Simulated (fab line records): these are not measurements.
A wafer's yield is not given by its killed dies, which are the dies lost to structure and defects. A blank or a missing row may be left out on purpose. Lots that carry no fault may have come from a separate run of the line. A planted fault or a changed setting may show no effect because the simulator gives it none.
The tool behind it: which one? :: flow sky130 :: Sampling: 12 lots, 36 wafers, 5 of 708 route steps

WHAT EACH GAUGE READ, for each wafer
SKY_NWELL_OVL_MEAS_23. Usual: NWELL_01_OVL gives 0.3 nm (standard deviation 1.3).
lot: L252
measured: day 5 05:26
on: overlay-01
NWELL_01_OVL (nm): -0.2 1.8 0.4
flag: 

lot: L253
measured: day 5 13:14
on: overlay-02
NWELL_01_OVL (nm): 1.2 2.8 1.7
flag: 

lot: L254
measured: day 5 21:08
on: overlay-02
NWELL_01_OVL (nm): 0.7 1.8 1.3
flag: 

lot: L256
measured: day 6 06:16
on: overlay-02
NWELL_01_OVL (nm): 0.0 0.5 0.5
flag: 

lot: L258
measured: day 6 18:29
on: overlay-01
NWELL_01_OVL (nm): -0.3 -0.3 -1.6
flag: 

lot: L260
measured: day 7 12:17
on: overlay-01
NWELL_01_OVL (nm): -0.3 -2.0 -0.8
flag: 

lot: L261
measured: day 7 17:53
on: overlay-02
NWELL_01_OVL (nm): 2.4 1.5 2.3
flag: 

lot: L264
measured: day 8 10:40
on: overlay-01
NWELL_01_OVL (nm): 0.8 0.8 -1.5
flag: 

lot: L270
measured: day 9 21:04
on: overlay-02
NWELL_01_OVL (nm): 0.2 0.1 -0.1
flag: 

lot: L271
measured: day 10 04:22
on: overlay-02
NWELL_01_OVL (nm): 1.7 1.8 -0.9
flag: 

lot: L274
measured: day 11 11:25
on: overlay-02
NWELL_01_OVL (nm): 0.8 0.4 1.9
flag: 

lot: L275
measured: day 11 11:41
on: overlay-01
NWELL_01_OVL (nm): -0.6 -1.1 -0.3
flag: 

SKY_VT_ADJUST_HVTP_CD_MEAS_07 targets a cd of 380 nm. Usual: cd nm reads 379.9 nm (standard deviation 2.7).
lot: L252
measured: day 6 00:59
on: cd sem-02
cd nm (nm): 378.7 378.2 377.3
flag: 

lot: L253
measured: day 6 09:02
on: cd sem-01
cd nm (nm): 387.4 385.7 384.8
flag: 

lot: L254
measured: day 6 16:53
on: cd sem-02
cd nm (nm): 381.7 382.0 381.5
flag: 

lot: L256
measured: day 7 00:49
on: cd sem-02
cd nm (nm): 380.6 380.0 380.0
flag: 

lot: L258
measured: day 7 14:25
on: cd sem-02
cd nm (nm): 375.6 375.5 377.8
flag: 

lot: L260
measured: day 8 08:27
on: cd sem-01
cd nm (nm): 376.9 376.6 378.1
flag: 

lot: L261
measured: day 8 14:17
on: cd sem-02
cd nm (nm): 374.6 377.2 377.7
flag: 

lot: L264
measured: day 9 08:31
on: cd sem-01
cd nm (nm): 377.3 378.8 377.7
flag: 

lot: L270
measured: day 10 19:46
on: cd sem-01
cd nm (nm): 385.0 382.5 379.9
flag: 

lot: L271
measured: day 11 04:10
on: cd sem-01
cd nm (nm): 380.0 377.5 378.3
flag: 

lot: L274
measured: day 12 13:10
on: cd sem-01
cd nm (nm): 380.6 378.7 381.4
flag: 

lot: L275
measured: day 12 13:24
on: cd sem-02
cd nm (nm): 383.0 382.0 381.7
flag: 

SKY_VT_ADJUST_HVTP_TW_MEAS_11. Usual: VT_ADJUST_HVTP_TW gives 1369 (standard deviation 7).
lot: L252
measured: day 6 01:23
on: film metro-01
VT_ADJUST_HVTP_TW: 1365 1368 1364
flag: 

lot: L253
measured: day 6 09:26
on: film metro-03
VT_ADJUST_HVTP_TW: 1365 1364 1360
flag: 

lot: L254
measured: day 6 17:46
on: film metro-01
VT_ADJUST_HVTP_TW: 1363 1362 1369
flag: 

lot: L256
measured: day 7 01:19
on: film metro-01
VT_ADJUST_HVTP_TW: 1376 1378 1378
flag: 

lot: L258
measured: day 7 14:49
on: film metro-04
VT_ADJUST_HVTP_TW: 1369 1374 1364
flag: 

lot: L260
measured: day 8 08:53
on: film metro-01
VT_ADJUST_HVTP_TW: 892 898 898
flag: OFF

lot: L261
measured: day 8 14:41
on: film metro-01
VT_ADJUST_HVTP_TW: 1374 1376 1372
flag: 

lot: L264
measured: day 9 08:56
on: film metro-04
VT_ADJUST_HVTP_TW: 888 887 891
flag: OFF

lot: L270
measured: day 10 20:11
on: film metro-04
VT_ADJUST_HVTP_TW: 1379 1372 1369
flag: 

lot: L271
measured: day 11 04:35
on: film metro-04
VT_ADJUST_HVTP_TW: 1364 1363 1367
flag: 

lot: L274
measured: day 12 13:35
on: film metro-04
VT_ADJUST_HVTP_TW: 1364 1371 1371
flag: 

lot: L275
measured: day 12 13:47
on: film metro-01
VT_ADJUST_HVTP_TW: 1373 1369 1368
flag: 

WHAT TOOL EACH LOT RAN ON (gives the tool, then ch and the chambers of the sampled wafers, and finally the start)
lot: L252
SKY_PWDE_STRIP_09: plasma asher-04 ch 0,1, day 3 18:52
SKY_VT_ADJUST_HVTP_IMPLANT_09: implanter-03 ch 0, day 6 01:08

lot: L253
SKY_PWDE_STRIP_09: plasma asher-04 ch 0,1, day 4 02:39
SKY_VT_ADJUST_HVTP_IMPLANT_09: implanter-03 ch 0, day 6 09:12

lot: L254
SKY_PWDE_STRIP_09: plasma asher-03 ch 0,1, day 4 08:54
SKY_VT_ADJUST_HVTP_IMPLANT_09: implanter-01 ch 0, day 6 17:32

lot: L256
SKY_PWDE_STRIP_09: plasma asher-04 ch 0,1, day 4 17:10
SKY_VT_ADJUST_HVTP_IMPLANT_09: implanter-03 ch 0, day 7 01:04

lot: L258
SKY_PWDE_STRIP_09: plasma asher-02 ch 1, day 5 04:16
SKY_VT_ADJUST_HVTP_IMPLANT_09: implanter-04 ch 0, day 7 14:34

lot: L260
SKY_PWDE_STRIP_09: plasma asher-02 ch 0, day 5 18:25
SKY_VT_ADJUST_HVTP_IMPLANT_09: implanter-03 ch 0, day 8 08:38

lot: L261
SKY_PWDE_STRIP_09: plasma asher-02 ch 0,1, day 6 03:04
SKY_VT_ADJUST_HVTP_IMPLANT_09: implanter-04 ch 0, day 8 14:26

lot: L264
SKY_PWDE_STRIP_09: plasma asher-03 ch 0, day 6 19:51
SKY_VT_ADJUST_HVTP_IMPLANT_09: implanter-03 ch 0, day 9 08:41

lot: L270
SKY_PWDE_STRIP_09: plasma asher-02 ch 0, day 8 02:24
SKY_VT_ADJUST_HVTP_IMPLANT_09: implanter-01 ch 0, day 10 19:56

lot: L271
SKY_PWDE_STRIP_09: plasma asher-04 ch 0,1, day 8 08:37
SKY_VT_ADJUST_HVTP_IMPLANT_09: implanter-01 ch 0, day 11 04:20

lot: L274
SKY_PWDE_STRIP_09: plasma asher-03 ch 0,1, day 9 13:22
SKY_VT_ADJUST_HVTP_IMPLANT_09: implanter-04 ch 0, day 12 13:20

lot: L275
SKY_PWDE_STRIP_09: plasma asher-02 ch 0,1, day 9 13:44
SKY_VT_ADJUST_HVTP_IMPLANT_09: implanter-03 ch 0, day 12 13:34
- SKY_PWDE_STRIP_09: strips in O2/N2.
- SKY_VT_ADJUST_HVTP_IMPLANT_09

WHAT THE TOOLS THEMSELVES READ (means of the sampled wafers that have a number; where no wafer has one, the mark that the record gives instead)
SKY_PWDE_STRIP_09. Usual: drypump motor current A 6.0 A, standard deviation 0.32; oes product au 0.723 a.u., standard deviation 0.0048; strip time to endpoint s 36.94 s, standard deviation 0.094.
lot: L252
tool: plasma asher-04
drypump motor current A (A): 6.0
oes product au (a.u.): 0.723
strip time to endpoint s (s): 36.86
flag: 

lot: L253
tool: plasma asher-04
drypump motor current A (A): 6.0
oes product au (a.u.): 0.721
strip time to endpoint s (s): 36.93
flag: 

lot: L254
tool: plasma asher-03
drypump motor current A (A): 6.3
oes product au (a.u.): 0.725
strip time to endpoint s (s): 37.06
flag: 

lot: L256
tool: plasma asher-04
drypump motor current A (A): 6.1
oes product au (a.u.): 0.720
strip time to endpoint s (s): 36.97
flag: 

lot: L258
tool: plasma asher-02
drypump motor current A (A): 5.5
oes product au (a.u.): 0.726
strip time to endpoint s (s): 37.05
flag: 

lot: L260
tool: plasma asher-02
drypump motor current A (A): 5.9
oes product au (a.u.): 0.728
strip time to endpoint s (s): 37.05
flag: 

lot: L261
tool: plasma asher-02
drypump motor current A (A): 5.7
oes product au (a.u.): 0.721
strip time to endpoint s (s): 37.01
flag: 

lot: L264
tool: plasma asher-03
drypump motor current A (A): 5.9
oes product au (a.u.): 0.724
strip time to endpoint s (s): 36.89
flag: 

lot: L270
tool: plasma asher-02
drypump motor current A (A): 5.9
oes product au (a.u.): 0.723
strip time to endpoint s (s): 36.90
flag: 

lot: L271
tool: plasma asher-04
drypump motor current A (A): 6.1
oes product au (a.u.): 0.725
strip time to endpoint s (s): 36.99
flag: 

lot: L274
tool: plasma asher-03
drypump motor current A (A): 6.3
oes product au (a.u.): 0.717
strip time to endpoint s (s): 36.94
flag: 

lot: L275
tool: plasma asher-02
drypump motor current A (A): 5.8
oes product au (a.u.): 0.719
strip time to endpoint s (s): 36.95
flag: 

SKY_VT_ADJUST_HVTP_IMPLANT_09. Usual: dose ions cm2 4.301e+12, standard deviation 4.5e+09; end station pressure torr 5.01e-06 Torr, standard deviation 2.5e-07; faraday current uA 24.3, standard deviation 0.49.
lot: L252
tool: implanter-03
dose ions cm2: 4.302e+12
end station pressure torr (Torr): 4.84e-06
faraday current uA: 24.8
flag: 

lot: L253
tool: implanter-03
dose ions cm2: 4.305e+12
end station pressure torr (Torr): 5.11e-06
faraday current uA: 24.5
flag: 

lot: L254
tool: implanter-01
dose ions cm2: 4.300e+12
end station pressure torr (Torr): 5.12e-06
faraday current uA: 24.3
flag: 

lot: L256
tool: implanter-03
dose ions cm2: 4.301e+12
end station pressure torr (Torr): 4.87e-06
faraday current uA: 24.2
flag: 

lot: L258
tool: implanter-04
dose ions cm2: 4.300e+12
end station pressure torr (Torr): 4.69e-06
faraday current uA: 24.3
flag: 

lot: L260
tool: implanter-03
dose ions cm2: 1.145e+12
end station pressure torr (Torr): 5.05e-06
faraday current uA: 6.5
flag: OFF

lot: L261
tool: implanter-04
dose ions cm2: 4.302e+12
end station pressure torr (Torr): 4.97e-06
faraday current uA: 24.4
flag: 

lot: L264
tool: implanter-03
dose ions cm2: 1.138e+12
end station pressure torr (Torr): 5.15e-06
faraday current uA: 6.5
flag: OFF

lot: L270
tool: implanter-01
dose ions cm2: 4.307e+12
end station pressure torr (Torr): 4.92e-06
faraday current uA: 24.2
flag: 

lot: L271
tool: implanter-01
dose ions cm2: 4.300e+12
end station pressure torr (Torr): 4.89e-06
faraday current uA: 24.4
flag: 

lot: L274
tool: implanter-04
dose ions cm2: 4.302e+12
end station pressure torr (Torr): 4.95e-06
faraday current uA: 24.2
flag: 

lot: L275
tool: implanter-03
dose ions cm2: 4.298e+12
end station pressure torr (Torr): 5.01e-06
faraday current uA: 24.2
flag: 

THE ANSWER, worked out from the rows above alone
Rule: lot off if the mean of its wafers having a number is beyond 3 standard deviations from the usual mean. Also off: a lot with no number at a reading for which 4 or more lots have one. Any other lot the step has rows for is counted as sound. First the gauges in route order, then the tools' own readings, where a lot's mean is used as printed above. The first step at which some lot is off is used, and at that step the reading that is off furthest; a lot without a number counts as furthest.
Off: at SKY_VT_ADJUST_HVTP_TW_MEAS_11 (VT_ADJUST_HVTP_TW), L260, L264.
If a tool, at a process step before that reading, ran all the lots that are off and no sound lot after the first of them, it fits. The gauges at SKY_VT_ADJUST_HVTP_TW_MEAS_11 aren't tried: what is off there is off at SKY_VT_ADJUST_HVTP_IMPLANT_09 too, on other tools, and a gauge's error can't cause that. Of those tried, none fits.

WHAT THE SIMULATOR PUT IN
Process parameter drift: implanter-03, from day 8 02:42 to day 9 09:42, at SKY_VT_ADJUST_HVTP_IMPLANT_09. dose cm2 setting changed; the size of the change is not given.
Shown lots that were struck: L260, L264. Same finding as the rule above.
